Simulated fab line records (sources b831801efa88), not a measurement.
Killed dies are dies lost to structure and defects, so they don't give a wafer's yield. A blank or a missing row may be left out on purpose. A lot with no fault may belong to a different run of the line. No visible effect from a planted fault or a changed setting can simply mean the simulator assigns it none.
What tool caused it? / flow gf180mcu / 42 wafers from 14 lots sampled at 4 of the route's 602 steps

== WHAT THE GAUGES SHOWED, per wafer ==
GF_V5_THK_MEAS_01. Usual: V5_CVD_00_THK typically reads 301 nm, with standard deviation 3.3.
lot=L566; measured=day 26 15:52; on=film metro-03; V5_CVD_00_THK (nm)=296 291 294; flag=
lot=L568; measured=day 27 01:55; on=film metro-01; V5_CVD_00_THK (nm)=307 305 303; flag=
lot=L569; measured=day 27 09:26; on=film metro-04; V5_CVD_00_THK (nm)=296 300 298; flag=
lot=L570; measured=day 27 15:03; on=film metro-03; V5_CVD_00_THK (nm)=308 307 305; flag=
lot=L571; measured=day 28 02:34; on=film metro-03; V5_CVD_00_THK (nm)=303 303 302; flag=
lot=L572; measured=day 28 08:13; on=film metro-03; V5_CVD_00_THK (nm)=307 302 298; flag=
lot=L573; measured=day 28 21:26; on=film metro-04; V5_CVD_00_THK (nm)=298 303 299; flag=
lot=L574; measured=day 28 23:09; on=film metro-01; V5_CVD_00_THK (nm)=302 300 295; flag=
lot=L575; measured=day 29 01:02; on=film metro-03; V5_CVD_00_THK (nm)=303 296 299; flag=
lot=L585; measured=day 32 04:10; on=film metro-03; V5_CVD_00_THK (nm)=298 296 299; flag=
lot=L586; measured=day 32 10:34; on=film metro-03; V5_CVD_00_THK (nm)=301 302 307; flag=
lot=L587; measured=day 32 16:00; on=film metro-04; V5_CVD_00_THK (nm)=302 298 297; flag=
lot=L588; measured=day 32 18:21; on=film metro-03; V5_CVD_00_THK (nm)=306 305 305; flag=
lot=L589; measured=day 33 00:58; on=film metro-04; V5_CVD_00_THK (nm)=300 300 300; flag=

GF_TOP_METAL_THK_MEAS_06: measures by xrf. Usual: TOP_METAL_ALCU_THK typically reads 902 nm, with standard deviation 11.
lot=L566; measured=day 27 14:50; on=film metro-01; TOP_METAL_ALCU_THK (nm)=904 897 898; flag=
lot=L568; measured=day 28 00:07; on=film metro-02; TOP_METAL_ALCU_THK (nm)=904 909 910; flag=
lot=L569; measured=day 28 08:05; on=film metro-01; TOP_METAL_ALCU_THK (nm)=904 886 897; flag=
lot=L570; measured=day 28 13:28; on=film metro-02; TOP_METAL_ALCU_THK (nm)=893 907 910; flag=
lot=L571; measured=day 29 01:13; on=film metro-03; TOP_METAL_ALCU_THK (nm)=914 920 921; flag=
lot=L572; measured=day 29 05:44; on=film metro-03; TOP_METAL_ALCU_THK (nm)=907 894 907; flag=
lot=L573; measured=day 29 19:41; on=film metro-03; TOP_METAL_ALCU_THK (nm)=907 902 912; flag=
lot=L574; measured=day 29 20:35; on=film metro-01; TOP_METAL_ALCU_THK (nm)=887 891 889; flag=
lot=L575; measured=day 29 22:28; on=film metro-02; TOP_METAL_ALCU_THK (nm)=899 906 899; flag=
lot=L585; measured=day 32 23:20; on=film metro-02; TOP_METAL_ALCU_THK (nm)=919 918 921; flag=
lot=L586; measured=day 33 05:20; on=film metro-02; TOP_METAL_ALCU_THK (nm)=915 906 917; flag=
lot=L587; measured=day 33 10:52; on=film metro-01; TOP_METAL_ALCU_THK (nm)=866 882 874; flag=
lot=L588; measured=day 33 12:51; on=film metro-03; TOP_METAL_ALCU_THK (nm)=921 920 908; flag=
lot=L589; measured=day 33 18:50; on=film metro-01; TOP_METAL_ALCU_THK (nm)=887 891 889; flag=

== EACH LOT AND THE TOOL THAT RAN IT (in order: tool; ch and the chambers of the sampled wafers; start) ==
lot=L566; GF_V5_CMP_04=cmp-02 ch 0,1,2, day 26 16:05; GF_V5_CVD_23=cvd w-01 ch 0,1, day 27 13:54
lot=L568; GF_V5_CMP_04=cmp-01 ch 1,2,3, day 27 02:13; GF_V5_CVD_23=cvd w-02 ch 0,1, day 27 23:10
lot=L569; GF_V5_CMP_04=cmp-02 ch 0,1, day 27 09:39; GF_V5_CVD_23=cvd w-01 ch 0,1, day 28 07:09
lot=L570; GF_V5_CMP_04=cmp-01 ch 0,1,3, day 27 15:20; GF_V5_CVD_23=cvd w-01 ch 0,1, day 28 12:31
lot=L571; GF_V5_CMP_04=cmp-02 ch 0,3, day 28 02:46; GF_V5_CVD_23=cvd w-02 ch 0,1, day 29 00:16
lot=L572; GF_V5_CMP_04=cmp-02 ch 0,3, day 28 08:25; GF_V5_CVD_23=cvd w-02 ch 0,1, day 29 04:49
lot=L573; GF_V5_CMP_04=cmp-02 ch 0,2,3, day 28 21:45; GF_V5_CVD_23=cvd w-02 ch 0,1, day 29 18:45
lot=L574; GF_V5_CMP_04=cmp-01 ch 1,2, day 28 23:25; GF_V5_CVD_23=cvd w-02 ch 0,1, day 29 19:40
lot=L575; GF_V5_CMP_04=cmp-02 ch 0,1, day 29 01:15; GF_V5_CVD_23=cvd w-01 ch 0,1, day 29 21:31
lot=L585; GF_V5_CMP_04=cmp-02 ch 0,1,2, day 32 04:23; GF_V5_CVD_23=cvd w-01 ch 0,1, day 32 22:19
lot=L586; GF_V5_CMP_04=cmp-01 ch 1,2,3, day 32 10:48; GF_V5_CVD_23=cvd w-01 ch 0,1, day 33 04:25
lot=L587; GF_V5_CMP_04=cmp-01 ch 0,3, day 32 16:12; GF_V5_CVD_23=cvd w-02 ch 0,1, day 33 09:56
lot=L588; GF_V5_CMP_04=cmp-01 ch 0,1,2, day 32 18:43; GF_V5_CVD_23=cvd w-01 ch 0,1, day 33 11:55
lot=L589; GF_V5_CMP_04=cmp-02 ch 0,2,3, day 33 01:12; GF_V5_CVD_23=cvd w-01 ch 0,1, day 33 17:53
- GF_V5_CMP_04: polishes SiO2.
- GF_V5_CVD_23: deposits W, target thk 350 nm, time 104.9 s.

== AS READ BY THE TOOLS THEMSELVES (means over the sampled wafers that have a number; for cases with no such wafer, the mark the record gives instead) ==
GF_V5_CMP_04. Usual: motor current A 12.0 A, standard deviation 0.95; slurry flow ml min 149.9, standard deviation 0.48.
lot=L566; tool=cmp-02; motor current A (A)=12.2; slurry flow ml min=150.3; flag=
lot=L568; tool=cmp-01; motor current A (A)=12.3; slurry flow ml min=149.5; flag=
lot=L569; tool=cmp-02; motor current A (A)=11.8; slurry flow ml min=149.6; flag=
lot=L570; tool=cmp-01; motor current A (A)=12.2; slurry flow ml min=150.1; flag=
lot=L571; tool=cmp-02; motor current A (A)=10.6; slurry flow ml min=150.1; flag=
lot=L572; tool=cmp-02; motor current A (A)=10.6; slurry flow ml min=150.4; flag=
lot=L573; tool=cmp-02; motor current A (A)=11.2; slurry flow ml min=150.4; flag=
lot=L574; tool=cmp-01; motor current A (A)=12.1; slurry flow ml min=149.9; flag=
lot=L575; tool=cmp-02; motor current A (A)=10.7; slurry flow ml min=149.9; flag=
lot=L585; tool=cmp-02; motor current A (A)=11.9; slurry flow ml min=150.0; flag=
lot=L586; tool=cmp-01; motor current A (A)=12.4; slurry flow ml min=150.3; flag=
lot=L587; tool=cmp-01; motor current A (A)=12.6; slurry flow ml min=150.0; flag=
lot=L588; tool=cmp-01; motor current A (A)=12.5; slurry flow ml min=150.0; flag=
lot=L589; tool=cmp-02; motor current A (A)=11.1; slurry flow ml min=149.6; flag=

GF_V5_CVD_23. Usual: heater power outer w 510 W, standard deviation 75; heater power w 841 W, standard deviation 110.
lot=L566; tool=cvd w-01; heater power outer w (W)=463; heater power w (W)=765; flag=
lot=L568; tool=cvd w-02; heater power outer w (W)=501; heater power w (W)=838; flag=
lot=L569; tool=cvd w-01; heater power outer w (W)=473; heater power w (W)=777; flag=
lot=L570; tool=cvd w-01; heater power outer w (W)=490; heater power w (W)=784; flag=
lot=L571; tool=cvd w-02; heater power outer w (W)=504; heater power w (W)=843; flag=
lot=L572; tool=cvd w-02; heater power outer w (W)=500; heater power w (W)=850; flag=
lot=L573; tool=cvd w-02; heater power outer w (W)=562; heater power w (W)=929; flag=
lot=L574; tool=cvd w-02; heater power outer w (W)=504; heater power w (W)=843; flag=
lot=L575; tool=cvd w-01; heater power outer w (W)=471; heater power w (W)=779; flag=
lot=L585; tool=cvd w-01; heater power outer w (W)=473; heater power w (W)=778; flag=
lot=L586; tool=cvd w-01; heater power outer w (W)=477; heater power w (W)=790; flag=
lot=L587; tool=cvd w-02; heater power outer w (W)=508; heater power w (W)=852; flag=
lot=L588; tool=cvd w-01; heater power outer w (W)=492; heater power w (W)=807; flag=
lot=L589; tool=cvd w-01; heater power outer w (W)=483; heater power w (W)=785; flag=

== THE ANSWER, worked out from the rows above alone ==
Rule: lot off if the mean of its wafers having a number is beyond 3 standard deviations from the usual mean. A lot without any number at a reading at which 4 lots or more have one is off too. Any other lot the step has rows for is counted as sound. First the gauges in route order, then the tools' own readings, where a lot's mean is used as printed above. The first step at which some lot is off is used, and at that step the reading that is off furthest; a lot without a number counts as furthest.
Nothing can be told from this: no lot is off at any reading shown.

== WHAT HAD BEEN PUT IN BY THE SIMULATOR ==
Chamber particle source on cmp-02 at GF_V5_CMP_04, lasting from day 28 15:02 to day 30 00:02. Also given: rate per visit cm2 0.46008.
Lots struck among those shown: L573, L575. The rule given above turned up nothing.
